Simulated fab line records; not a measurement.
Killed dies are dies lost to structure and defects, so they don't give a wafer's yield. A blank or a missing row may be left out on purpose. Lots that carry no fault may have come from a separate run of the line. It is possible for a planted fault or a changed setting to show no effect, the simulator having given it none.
fab line records / flow sky130
[record] lots = 7 wafers = 21 lastDay = 50
route steps=708 shown METAL2@483
lots that met no fault: from a run of the same line without faults
startH: hours from the record's first day to the start of the lot's first wafer shown / waitH: how many hours have passed since the lot's step before this one / " same as the row above / L1.1+2: a row that stands for several wafers / - either no value or no given start / * or withheld: withheld / < > ~ a bound
route shown NAME@n: names a module that has steps shown in the file, with the first one's number in the route / usual: mean and standard deviation over wafers with no fault / same: alike in all rows / chamber/n: place in a boat / sites: each site's reading / _std_site: their standard deviation / _edge_site: mean of outer sites minus mean of inner sites / radiusMm: how far each site lies from the wafer's centre / mask NAME#n: copy n / behind: the tool/chamber that last shaped the wafer / hold: reason for holding the lot/hours on hold/outcome of the hold / device: whichever transistor did not switch (one of n, p or np) / end of line: at the end of the route, the tests of the same wafers / a step given without rows: its recipe and nothing more / killed: at the first sort, the dies lost to defects and structure; wafer yield is something else / map: a wafer's dies, marking killed ones x, the rest . and places with no die _
set.NAME: the setting the step ran with; set.NAME@STEP: the setting that earlier step ran with / model.NAME: the simulator's own value behind a step, which no gauge read
lots at selected steps of the route; one table per step, one row per wafer
services: when a tool's chamber went out of use (startH, in hours from the record's first day, below 0 if earlier), for how many hours, and the reason
[[steps]]
[step SKY_METAL2_SPUTTER_00]
[recipe] material = Ti targetThkNm = 15 powerW = 3000 timeS = 10 chamberPressurePa = 0.4
[usual] throttleValvePct = 30.4/0.91
lot.wafer=L662.2 tool=pvdSputter-01 chamber=- startH=832.76 waitH=0.1 throttleValvePct=29.1
lot.wafer=L662.3 tool=pvdSputter-01 chamber=- startH=832.76 waitH=0.1 throttleValvePct=31.5
lot.wafer=L662.5 tool=pvdSputter-01 chamber=- startH=832.76 waitH=0.1 throttleValvePct=30.5
lot.wafer=L663.2 tool=pvdSputter-01 chamber=- startH=844.55 waitH=0.1 throttleValvePct=30.7
lot.wafer=L663.3 tool=pvdSputter-01 chamber=- startH=844.55 waitH=0.1 throttleValvePct=31.4
lot.wafer=L663.5 tool=pvdSputter-01 chamber=- startH=844.55 waitH=0.1 throttleValvePct=31.6
lot.wafer=L664.1 tool=pvdSputter-01 chamber=- startH=850.68 waitH=0.1 throttleValvePct=30.7
lot.wafer=L664.3 tool=pvdSputter-01 chamber=- startH=850.68 waitH=0.1 throttleValvePct=29.3
lot.wafer=L664.6 tool=pvdSputter-01 chamber=- startH=850.68 waitH=0.1 throttleValvePct=30.7
lot.wafer=L671.2 tool=pvdSputter-04 chamber=- startH=904.16 waitH=0.2 throttleValvePct=31.0
lot.wafer=L671.3 tool=pvdSputter-04 chamber=- startH=904.16 waitH=0.2 throttleValvePct=29.9
lot.wafer=L671.5 tool=pvdSputter-04 chamber=- startH=904.16 waitH=0.2 throttleValvePct=29.7
lot.wafer=L673.2 tool=pvdSputter-04 chamber=- startH=917.41 waitH=0.1 throttleValvePct=31.4
lot.wafer=L673.3 tool=pvdSputter-04 chamber=- startH=917.41 waitH=0.1 throttleValvePct=29.7
lot.wafer=L673.5 tool=pvdSputter-04 chamber=- startH=917.41 waitH=0.1 throttleValvePct=31.2
lot.wafer=L675.2 tool=pvdSputter-02 chamber=- startH=924.96 waitH=0.1 throttleValvePct=31.5
lot.wafer=L675.4 tool=pvdSputter-02 chamber=- startH=924.96 waitH=0.1 throttleValvePct=31.3
lot.wafer=L675.5 tool=pvdSputter-02 chamber=- startH=924.96 waitH=0.1 throttleValvePct=29.5
lot.wafer=L680.1 tool=pvdSputter-04 chamber=- startH=964.55 waitH=0.2 throttleValvePct=31.1
lot.wafer=L680.5 tool=pvdSputter-04 chamber=- startH=964.55 waitH=0.2 throttleValvePct=29.5
lot.wafer=L680.6 tool=pvdSputter-04 chamber=- startH=964.55 waitH=0.2 throttleValvePct=31.0
[step SKY_METAL2_SPUTTER_01]
[recipe] material = TiN targetThkNm = 20 powerW = 6500 timeS = 16.7 chamberPressurePa = 0.4
[usual] throttleValvePct = 30.4/0.91
lot.wafer=L662.2 tool=pvdSputter-01 chamber=- startH=832.78 waitH=0.0 throttleValvePct=29.0
lot.wafer=L662.3 tool=pvdSputter-01 chamber=- startH=832.78 waitH=0.0 throttleValvePct=31.4
lot.wafer=L662.5 tool=pvdSputter-01 chamber=- startH=832.78 waitH=0.0 throttleValvePct=30.7
lot.wafer=L663.2 tool=pvdSputter-01 chamber=- startH=844.57 waitH=0.0 throttleValvePct=30.5
lot.wafer=L663.3 tool=pvdSputter-01 chamber=- startH=844.57 waitH=0.0 throttleValvePct=31.0
lot.wafer=L663.5 tool=pvdSputter-01 chamber=- startH=844.57 waitH=0.0 throttleValvePct=31.4
lot.wafer=L664.1 tool=pvdSputter-01 chamber=- startH=850.70 waitH=0.0 throttleValvePct=30.7
lot.wafer=L664.3 tool=pvdSputter-01 chamber=- startH=850.70 waitH=0.0 throttleValvePct=29.2
lot.wafer=L664.6 tool=pvdSputter-01 chamber=- startH=850.70 waitH=0.0 throttleValvePct=30.7
lot.wafer=L671.2 tool=pvdSputter-04 chamber=- startH=904.19 waitH=0.0 throttleValvePct=31.5
lot.wafer=L671.3 tool=pvdSputter-04 chamber=- startH=904.19 waitH=0.0 throttleValvePct=29.8
lot.wafer=L671.5 tool=pvdSputter-04 chamber=- startH=904.19 waitH=0.0 throttleValvePct=29.5
lot.wafer=L673.2 tool=pvdSputter-04 chamber=- startH=917.43 waitH=0.0 throttleValvePct=31.3
lot.wafer=L673.3 tool=pvdSputter-04 chamber=- startH=917.43 waitH=0.0 throttleValvePct=29.5
lot.wafer=L673.5 tool=pvdSputter-04 chamber=- startH=917.43 waitH=0.0 throttleValvePct=30.9
lot.wafer=L675.2 tool=pvdSputter-02 chamber=- startH=924.98 waitH=0.0 throttleValvePct=31.3
lot.wafer=L675.4 tool=pvdSputter-02 chamber=- startH=924.98 waitH=0.0 throttleValvePct=31.0
lot.wafer=L675.5 tool=pvdSputter-02 chamber=- startH=924.98 waitH=0.0 throttleValvePct=29.9
lot.wafer=L680.1 tool=pvdSputter-04 chamber=- startH=964.57 waitH=0.0 throttleValvePct=31.2
lot.wafer=L680.5 tool=pvdSputter-04 chamber=- startH=964.57 waitH=0.0 throttleValvePct=30.0
lot.wafer=L680.6 tool=pvdSputter-04 chamber=- startH=964.57 waitH=0.0 throttleValvePct=31.3
[step SKY_METAL2_SPUTTER_02]
[recipe] material = AlCu targetThkNm = 250 powerW = 10600 timeS = 13.3 chamberPressurePa = 0.4
[usual] throttleValvePct = 30.4/0.92
lot.wafer=L662.2 tool=pvdSputter-01 chamber=- startH=832.81 waitH=0.0 throttleValvePct=29.4
lot.wafer=L662.3 tool=pvdSputter-01 chamber=- startH=832.81 waitH=0.0 throttleValvePct=31.5
lot.wafer=L662.5 tool=pvdSputter-01 chamber=- startH=832.81 waitH=0.0 throttleValvePct=30.7
lot.wafer=L663.2 tool=pvdSputter-01 chamber=- startH=844.59 waitH=0.0 throttleValvePct=30.3
lot.wafer=L663.3 tool=pvdSputter-01 chamber=- startH=844.59 waitH=0.0 throttleValvePct=31.3
lot.wafer=L663.5 tool=pvdSputter-01 chamber=- startH=844.59 waitH=0.0 throttleValvePct=31.3
lot.wafer=L664.1 tool=pvdSputter-01 chamber=- startH=850.72 waitH=0.0 throttleValvePct=30.7
lot.wafer=L664.3 tool=pvdSputter-01 chamber=- startH=850.72 waitH=0.0 throttleValvePct=28.8
lot.wafer=L664.6 tool=pvdSputter-01 chamber=- startH=850.72 waitH=0.0 throttleValvePct=30.4
lot.wafer=L671.2 tool=pvdSputter-04 chamber=- startH=904.21 waitH=0.0 throttleValvePct=31.3
lot.wafer=L671.3 tool=pvdSputter-04 chamber=- startH=904.21 waitH=0.0 throttleValvePct=29.4
lot.wafer=L671.5 tool=pvdSputter-04 chamber=- startH=904.21 waitH=0.0 throttleValvePct=29.4
lot.wafer=L673.2 tool=pvdSputter-04 chamber=- startH=917.46 waitH=0.0 throttleValvePct=31.2
lot.wafer=L673.3 tool=pvdSputter-04 chamber=- startH=917.46 waitH=0.0 throttleValvePct=29.6
lot.wafer=L673.5 tool=pvdSputter-04 chamber=- startH=917.46 waitH=0.0 throttleValvePct=31.4
lot.wafer=L675.2 tool=pvdSputter-02 chamber=- startH=925.01 waitH=0.0 throttleValvePct=31.6
lot.wafer=L675.4 tool=pvdSputter-02 chamber=- startH=925.01 waitH=0.0 throttleValvePct=31.3
lot.wafer=L675.5 tool=pvdSputter-02 chamber=- startH=925.01 waitH=0.0 throttleValvePct=29.4
lot.wafer=L680.1 tool=pvdSputter-04 chamber=- startH=964.60 waitH=0.0 throttleValvePct=31.3
lot.wafer=L680.5 tool=pvdSputter-04 chamber=- startH=964.60 waitH=0.0 throttleValvePct=29.5
lot.wafer=L680.6 tool=pvdSputter-04 chamber=- startH=964.60 waitH=0.0 throttleValvePct=31.2
[step SKY_METAL2_SPUTTER_03]
[recipe] material = Ti targetThkNm = 5 powerW = 3000 timeS = 3.3 chamberPressurePa = 0.4
[usual] throttleValvePct = 30.4/0.88
lot.wafer=L662.2 tool=pvdSputter-01 chamber=- startH=832.83 waitH=0.0 throttleValvePct=29.1
lot.wafer=L662.3 tool=pvdSputter-01 chamber=- startH=832.83 waitH=0.0 throttleValvePct=31.4
lot.wafer=L662.5 tool=pvdSputter-01 chamber=- startH=832.83 waitH=0.0 throttleValvePct=30.6
lot.wafer=L663.2 tool=pvdSputter-01 chamber=- startH=844.62 waitH=0.0 throttleValvePct=30.5
lot.wafer=L663.3 tool=pvdSputter-01 chamber=- startH=844.62 waitH=0.0 throttleValvePct=31.2
lot.wafer=L663.5 tool=pvdSputter-01 chamber=- startH=844.62 waitH=0.0 throttleValvePct=31.3
lot.wafer=L664.1 tool=pvdSputter-01 chamber=- startH=850.75 waitH=0.0 throttleValvePct=30.4
lot.wafer=L664.3 tool=pvdSputter-01 chamber=- startH=850.75 waitH=0.0 throttleValvePct=29.2
lot.wafer=L664.6 tool=pvdSputter-01 chamber=- startH=850.75 waitH=0.0 throttleValvePct=30.5
lot.wafer=L671.2 tool=pvdSputter-04 chamber=- startH=904.24 waitH=0.0 throttleValvePct=31.0
lot.wafer=L671.3 tool=pvdSputter-04 chamber=- startH=904.24 waitH=0.0 throttleValvePct=29.9
lot.wafer=L671.5 tool=pvdSputter-04 chamber=- startH=904.24 waitH=0.0 throttleValvePct=29.6
lot.wafer=L673.2 tool=pvdSputter-04 chamber=- startH=917.48 waitH=0.0 throttleValvePct=31.2
lot.wafer=L673.3 tool=pvdSputter-04 chamber=- startH=917.48 waitH=0.0 throttleValvePct=29.6
lot.wafer=L673.5 tool=pvdSputter-04 chamber=- startH=917.48 waitH=0.0 throttleValvePct=31.1
lot.wafer=L675.2 tool=pvdSputter-02 chamber=- startH=925.03 waitH=0.0 throttleValvePct=31.5
lot.wafer=L675.4 tool=pvdSputter-02 chamber=- startH=925.03 waitH=0.0 throttleValvePct=31.0
lot.wafer=L675.5 tool=pvdSputter-02 chamber=- startH=925.03 waitH=0.0 throttleValvePct=29.7
lot.wafer=L680.1 tool=pvdSputter-04 chamber=- startH=964.62 waitH=0.0 throttleValvePct=31.2
lot.wafer=L680.5 tool=pvdSputter-04 chamber=- startH=964.62 waitH=0.0 throttleValvePct=29.6
lot.wafer=L680.6 tool=pvdSputter-04 chamber=- startH=964.62 waitH=0.0 throttleValvePct=31.5
[step SKY_METAL2_SPUTTER_04]
[recipe] material = TiN targetThkNm = 70 powerW = 6500 timeS = 58.3 chamberPressurePa = 0.4
[usual] throttleValvePct = 30.4/0.91
lot.wafer=L662.2 tool=pvdSputter-01 chamber=- startH=832.85 waitH=0.0 throttleValvePct=29.2
lot.wafer=L662.3 tool=pvdSputter-01 chamber=- startH=832.85 waitH=0.0 throttleValvePct=31.4
lot.wafer=L662.5 tool=pvdSputter-01 chamber=- startH=832.85 waitH=0.0 throttleValvePct=30.7
lot.wafer=L663.2 tool=pvdSputter-01 chamber=- startH=844.64 waitH=0.0 throttleValvePct=30.5
lot.wafer=L663.3 tool=pvdSputter-01 chamber=- startH=844.64 waitH=0.0 throttleValvePct=31.5
lot.wafer=L663.5 tool=pvdSputter-01 chamber=- startH=844.64 waitH=0.0 throttleValvePct=31.2
lot.wafer=L664.1 tool=pvdSputter-01 chamber=- startH=850.77 waitH=0.0 throttleValvePct=30.8
lot.wafer=L664.3 tool=pvdSputter-01 chamber=- startH=850.77 waitH=0.0 throttleValvePct=29.2
lot.wafer=L664.6 tool=pvdSputter-01 chamber=- startH=850.77 waitH=0.0 throttleValvePct=30.5
lot.wafer=L671.2 tool=pvdSputter-04 chamber=- startH=904.26 waitH=0.0 throttleValvePct=31.2
lot.wafer=L671.3 tool=pvdSputter-04 chamber=- startH=904.26 waitH=0.0 throttleValvePct=29.7
lot.wafer=L671.5 tool=pvdSputter-04 chamber=- startH=904.26 waitH=0.0 throttleValvePct=29.6
lot.wafer=L673.2 tool=pvdSputter-04 chamber=- startH=917.50 waitH=0.0 throttleValvePct=31.4
lot.wafer=L673.3 tool=pvdSputter-04 chamber=- startH=917.50 waitH=0.0 throttleValvePct=29.7
lot.wafer=L673.5 tool=pvdSputter-04 chamber=- startH=917.50 waitH=0.0 throttleValvePct=31.1
lot.wafer=L675.2 tool=pvdSputter-02 chamber=- startH=925.05 waitH=0.0 throttleValvePct=31.4
lot.wafer=L675.4 tool=pvdSputter-02 chamber=- startH=925.05 waitH=0.0 throttleValvePct=31.2
lot.wafer=L675.5 tool=pvdSputter-02 chamber=- startH=925.05 waitH=0.0 throttleValvePct=29.4
lot.wafer=L680.1 tool=pvdSputter-04 chamber=- startH=964.64 waitH=0.0 throttleValvePct=31.4
lot.wafer=L680.5 tool=pvdSputter-04 chamber=- startH=964.64 waitH=0.0 throttleValvePct=29.8
lot.wafer=L680.6 tool=pvdSputter-04 chamber=- startH=964.64 waitH=0.0 throttleValvePct=31.3
[step SKY_METAL2_RS_MEAS_05]
[recipe] thkMeasGauge = four-point-probe reads = TiN_of_METAL2_SPUTTER_04+Ti_of_METAL2_SPUTTER_03+AlCu_of_METAL2_SPUTTER_02+TiN_of_METAL2_SPUTTER_01+Ti_of_METAL2_SPUTTER_00
[usual] METAL2_ALCU_RS = 0.1267/0.0015
lot.wafer=L662.2 tool=filmMetro-04 chamber=- startH=832.92 waitH=0.0 METAL2_ALCU_RS[ohm/sq]=0.1286
lot.wafer=L662.3 tool=filmMetro-04 chamber=- startH=832.92 waitH=0.0 METAL2_ALCU_RS[ohm/sq]=0.1281
lot.wafer=L662.5 tool=filmMetro-04 chamber=- startH=832.92 waitH=0.0 METAL2_ALCU_RS[ohm/sq]=0.1260
lot.wafer=L663.2 tool=filmMetro-03 chamber=- startH=844.71 waitH=0.0 METAL2_ALCU_RS[ohm/sq]=0.1251
lot.wafer=L663.3 tool=filmMetro-03 chamber=- startH=844.71 waitH=0.0 METAL2_ALCU_RS[ohm/sq]=0.1260
lot.wafer=L663.5 tool=filmMetro-03 chamber=- startH=844.71 waitH=0.0 METAL2_ALCU_RS[ohm/sq]=0.1283
lot.wafer=L664.1 tool=filmMetro-03 chamber=- startH=850.82 waitH=0.0 METAL2_ALCU_RS[ohm/sq]=0.1262
lot.wafer=L664.3 tool=filmMetro-03 chamber=- startH=850.82 waitH=0.0 METAL2_ALCU_RS[ohm/sq]=0.1268
lot.wafer=L664.6 tool=filmMetro-03 chamber=- startH=850.82 waitH=0.0 METAL2_ALCU_RS[ohm/sq]=0.1259
lot.wafer=L671.2 tool=filmMetro-01 chamber=- startH=904.32 waitH=0.0 METAL2_ALCU_RS[ohm/sq]=0.1277
lot.wafer=L671.3 tool=filmMetro-01 chamber=- startH=904.32 waitH=0.0 METAL2_ALCU_RS[ohm/sq]=0.1258
lot.wafer=L671.5 tool=filmMetro-01 chamber=- startH=904.32 waitH=0.0 METAL2_ALCU_RS[ohm/sq]=0.1255
lot.wafer=L673.2 tool=filmMetro-04 chamber=- startH=917.57 waitH=0.0 METAL2_ALCU_RS[ohm/sq]=0.1297
lot.wafer=L673.3 tool=filmMetro-04 chamber=- startH=917.57 waitH=0.0 METAL2_ALCU_RS[ohm/sq]=0.1276
lot.wafer=L673.5 tool=filmMetro-04 chamber=- startH=917.57 waitH=0.0 METAL2_ALCU_RS[ohm/sq]=0.1280
lot.wafer=L675.2 tool=filmMetro-01 chamber=- startH=925.12 waitH=0.0 METAL2_ALCU_RS[ohm/sq]=0.1273
lot.wafer=L675.4 tool=filmMetro-01 chamber=- startH=925.12 waitH=0.0 METAL2_ALCU_RS[ohm/sq]=0.1249
lot.wafer=L675.5 tool=filmMetro-01 chamber=- startH=925.12 waitH=0.0 METAL2_ALCU_RS[ohm/sq]=0.1259
lot.wafer=L680.1 tool=filmMetro-01 chamber=- startH=964.69 waitH=0.0 METAL2_ALCU_RS[ohm/sq]=0.1277
lot.wafer=L680.5 tool=filmMetro-01 chamber=- startH=964.69 waitH=0.0 METAL2_ALCU_RS[ohm/sq]=0.1256
lot.wafer=L680.6 tool=filmMetro-01 chamber=- startH=964.69 waitH=0.0 METAL2_ALCU_RS[ohm/sq]=0.1277
[step SKY_METAL2_THK_MEAS_06]
[recipe] thkMeasGauge = xrf reads = AlCu_of_METAL2_SPUTTER_02
[usual] METAL2_ALCU_THK = 250/3.1
lot.wafer=L662.2 tool=filmMetro-04 chamber=- startH=833.03 waitH=0.1 METAL2_ALCU_THK[nm]=246
lot.wafer=L662.3 tool=filmMetro-04 chamber=- startH=833.03 waitH=0.1 METAL2_ALCU_THK[nm]=248
lot.wafer=L662.5 tool=filmMetro-04 chamber=- startH=833.03 waitH=0.1 METAL2_ALCU_THK[nm]=251
lot.wafer=L663.2 tool=filmMetro-03 chamber=- startH=844.82 waitH=0.1 METAL2_ALCU_THK[nm]=253
lot.wafer=L663.3 tool=filmMetro-03 chamber=- startH=844.82 waitH=0.1 METAL2_ALCU_THK[nm]=249
lot.wafer=L663.5 tool=filmMetro-03 chamber=- startH=844.82 waitH=0.1 METAL2_ALCU_THK[nm]=246
lot.wafer=L664.1 tool=filmMetro-03 chamber=- startH=850.94 waitH=0.1 METAL2_ALCU_THK[nm]=250
lot.wafer=L664.3 tool=filmMetro-03 chamber=- startH=850.94 waitH=0.1 METAL2_ALCU_THK[nm]=248
lot.wafer=L664.6 tool=filmMetro-03 chamber=- startH=850.94 waitH=0.1 METAL2_ALCU_THK[nm]=250
lot.wafer=L671.2 tool=filmMetro-01 chamber=- startH=904.43 waitH=0.1 METAL2_ALCU_THK[nm]=250
lot.wafer=L671.3 tool=filmMetro-01 chamber=- startH=904.43 waitH=0.1 METAL2_ALCU_THK[nm]=253
lot.wafer=L671.5 tool=filmMetro-01 chamber=- startH=904.43 waitH=0.1 METAL2_ALCU_THK[nm]=253
lot.wafer=L673.2 tool=filmMetro-04 chamber=- startH=917.68 waitH=0.1 METAL2_ALCU_THK[nm]=246
lot.wafer=L673.3 tool=filmMetro-04 chamber=- startH=917.68 waitH=0.1 METAL2_ALCU_THK[nm]=249
lot.wafer=L673.5 tool=filmMetro-04 chamber=- startH=917.68 waitH=0.1 METAL2_ALCU_THK[nm]=248
lot.wafer=L675.2 tool=filmMetro-01 chamber=- startH=925.23 waitH=0.1 METAL2_ALCU_THK[nm]=250
lot.wafer=L675.4 tool=filmMetro-01 chamber=- startH=925.23 waitH=0.1 METAL2_ALCU_THK[nm]=253
lot.wafer=L675.5 tool=filmMetro-01 chamber=- startH=925.23 waitH=0.1 METAL2_ALCU_THK[nm]=250
lot.wafer=L680.1 tool=filmMetro-01 chamber=- startH=964.81 waitH=0.1 METAL2_ALCU_THK[nm]=247
lot.wafer=L680.5 tool=filmMetro-01 chamber=- startH=964.81 waitH=0.1 METAL2_ALCU_THK[nm]=250
lot.wafer=L680.6 tool=filmMetro-01 chamber=- startH=964.81 waitH=0.1 METAL2_ALCU_THK[nm]=248
[step SKY_METAL2_DEHYDRATE_07]
[recipe] tempC = 200 timeS = 60
[step SKY_METAL2_HMDS_08]
[recipe] primeTimeS = 60 primeTempC = 120
[step SKY_METAL2_COAT_09]
[recipe] resist = BARC tempC = withheld timeS = withheld spinRpm = 3000 resistThkNm = 60
[step SKY_METAL2_COAT_10]
[recipe] resist = KrF-thick spinRpm = 3000 resistThkNm = 450
[step SKY_METAL2_SOFTBAKE_11]
[recipe] tempC = 100 timeS = 90 resist = KrF-thick
[step SKY_METAL2_EXPOSE_12]
[recipe] maskId = MM2 na = 0.8 sourceShape = annular sigmaInner = 0.55 sigmaOuter = 0.85 targetCdNm = 140 doseMj = 28
[usual] exposureDoseMJCm2 = 27.96/0.042 focusOffsetNm = 0.0/0.61
lot.wafer=L662.2 tool=krfScanner-02 chamber=- startH=847.10 waitH=- mask=MM2#0 exposureDoseMJCm2=- focusOffsetNm=-
lot.wafer=L662.3 tool=krfScanner-02 chamber=- startH=847.10 waitH=- mask=MM2#0 exposureDoseMJCm2=- focusOffsetNm=-
lot.wafer=L662.5 tool=krfScanner-02 chamber=- startH=847.10 waitH=- mask=MM2#0 exposureDoseMJCm2=- focusOffsetNm=-
lot.wafer=L663.2 tool=krfScanner-01 chamber=- startH=858.07 waitH=- mask=MM2#0 exposureDoseMJCm2=- focusOffsetNm=-
lot.wafer=L663.3 tool=krfScanner-01 chamber=- startH=858.07 waitH=- mask=MM2#0 exposureDoseMJCm2=- focusOffsetNm=-
lot.wafer=L663.5 tool=krfScanner-01 chamber=- startH=858.07 waitH=- mask=MM2#0 exposureDoseMJCm2=- focusOffsetNm=-
lot.wafer=L664.1 tool=krfScanner-01 chamber=- startH=863.80 waitH=- mask=MM2#0 exposureDoseMJCm2=- focusOffsetNm=-
lot.wafer=L664.3 tool=krfScanner-01 chamber=- startH=863.80 waitH=- mask=MM2#0 exposureDoseMJCm2=- focusOffsetNm=-
lot.wafer=L664.6 tool=krfScanner-01 chamber=- startH=863.80 waitH=- mask=MM2#0 exposureDoseMJCm2=- focusOffsetNm=-
lot.wafer=L671.2 tool=krfScanner-01 chamber=0 startH=916.74 waitH=- mask=MM2#0 exposureDoseMJCm2=27.96 focusOffsetNm=0.0
lot.wafer=L671.3 tool=krfScanner-01 chamber=0 startH=916.74 waitH=- mask=MM2#0 exposureDoseMJCm2=27.92 focusOffsetNm=-0.5
lot.wafer=L671.5 tool=krfScanner-01 chamber=0 startH=916.74 waitH=- mask=MM2#0 exposureDoseMJCm2=27.91 focusOffsetNm=0.1
lot.wafer=L673.2 tool=krfScanner-02 chamber=0 startH=930.22 waitH=- mask=MM2#0 exposureDoseMJCm2=27.96 focusOffsetNm=0.4
lot.wafer=L673.3 tool=krfScanner-02 chamber=0 startH=930.22 waitH=- mask=MM2#0 exposureDoseMJCm2=27.98 focusOffsetNm=0.3
lot.wafer=L673.5 tool=krfScanner-02 chamber=0 startH=930.22 waitH=- mask=MM2#0 exposureDoseMJCm2=28.00 focusOffsetNm=0.5
lot.wafer=L675.2 tool=krfScanner-01 chamber=0 startH=937.67 waitH=- mask=MM2#0 exposureDoseMJCm2=27.99 focusOffsetNm=0.1
lot.wafer=L675.4 tool=krfScanner-01 chamber=0 startH=937.67 waitH=- mask=MM2#0 exposureDoseMJCm2=27.95 focusOffsetNm=0.7
lot.wafer=L675.5 tool=krfScanner-01 chamber=0 startH=937.67 waitH=- mask=MM2#0 exposureDoseMJCm2=27.96 focusOffsetNm=1.3
lot.wafer=L680.1 tool=krfScanner-02 chamber=0 startH=977.04 waitH=- mask=MM2#0 exposureDoseMJCm2=27.96 focusOffsetNm=0.8
lot.wafer=L680.5 tool=krfScanner-02 chamber=0 startH=977.04 waitH=- mask=MM2#0 exposureDoseMJCm2=28.00 focusOffsetNm=0.6
lot.wafer=L680.6 tool=krfScanner-02 chamber=0 startH=977.04 waitH=- mask=MM2#0 exposureDoseMJCm2=27.95 focusOffsetNm=0.4
[step SKY_METAL2_PEB_13]
[recipe] pebTempC = withheld pebTimeS = withheld resist = KrF-thick
[[services]]
tool=krfScanner-02 chamber=- startH=809.20 hours=3.6 kind=pm
tool=krfScanner-01 chamber=- startH=811.09 hours=0.4 kind=repair
tool=pvdSputter-04 chamber=- startH=835.29 hours=12.5 kind=repair
tool=krfScanner-01 chamber=- startH=837.71 hours=3.6 kind=pm
tool=krfScanner-01 chamber=0 startH=848.11 hours=- kind=calibration
tool=krfScanner-01 chamber=- startH=858.97 hours=1.3 kind=pm
tool=krfScanner-02 chamber=- startH=869.97 hours=0.8 kind=pm
tool=krfScanner-01 chamber=- startH=870.72 hours=0.8 kind=pm
tool=krfScanner-01 chamber=- startH=878.89 hours=4.0 kind=pm
tool=krfScanner-02 chamber=0 startH=889.99 hours=- kind=calibration
tool=krfScanner-01 chamber=- startH=902.47 hours=1.0 kind=pm
tool=pvdSputter-02 chamber=- startH=904.34 hours=5.0 kind=repair
tool=krfScanner-02 chamber=- startH=914.91 hours=1.3 kind=pm
tool=krfScanner-02 chamber=- startH=916.21 hours=1.0 kind=pm
tool=krfScanner-01 chamber=- startH=946.19 hours=0.8 kind=pm
tool=krfScanner-02 chamber=- startH=948.73 hours=15.1 kind=repair
tool=pvdSputter-01 chamber=- startH=959.15 hours=2.2 kind=repair
tool=krfScanner-01 chamber=- startH=963.97 hours=36.0 kind=pm
[[key]]
[firstSign] step = SKY_METAL2_EXPOSE_12 reading = toolRecord direction = missing
effect none on later readings
metAt SKY_METAL2_EXPOSE_12
struckWafers L662.2,L662.3,L662.5,L663.2,L663.3,L663.5,L664.1,L664.3,L664.6
laterRowsLeftOut L662.2,L662.3,L662.5,L663.2,L663.3,L663.5,L664.1,L664.3,L664.6
sortLeftOut L662.2,L662.3,L662.5,L663.2,L663.3,L663.5,L664.1,L664.3,L664.6
[fault] kind = skippedStepWhole tool = krfScanner-01,krfScanner-02 chamber = - onsetH = 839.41 steps = SKY_METAL2_EXPOSE_12 scope = struckLotsOnly
// sortLeftOut: the simulated sort isn't trusted on such a fault, so these wafers' sort isn't shown, and their yield isn't known
// laterRowsLeftOut: the simulator's readings of these wafers behind a module that went badly wrong aren't trusted and aren't shown, but for the sort
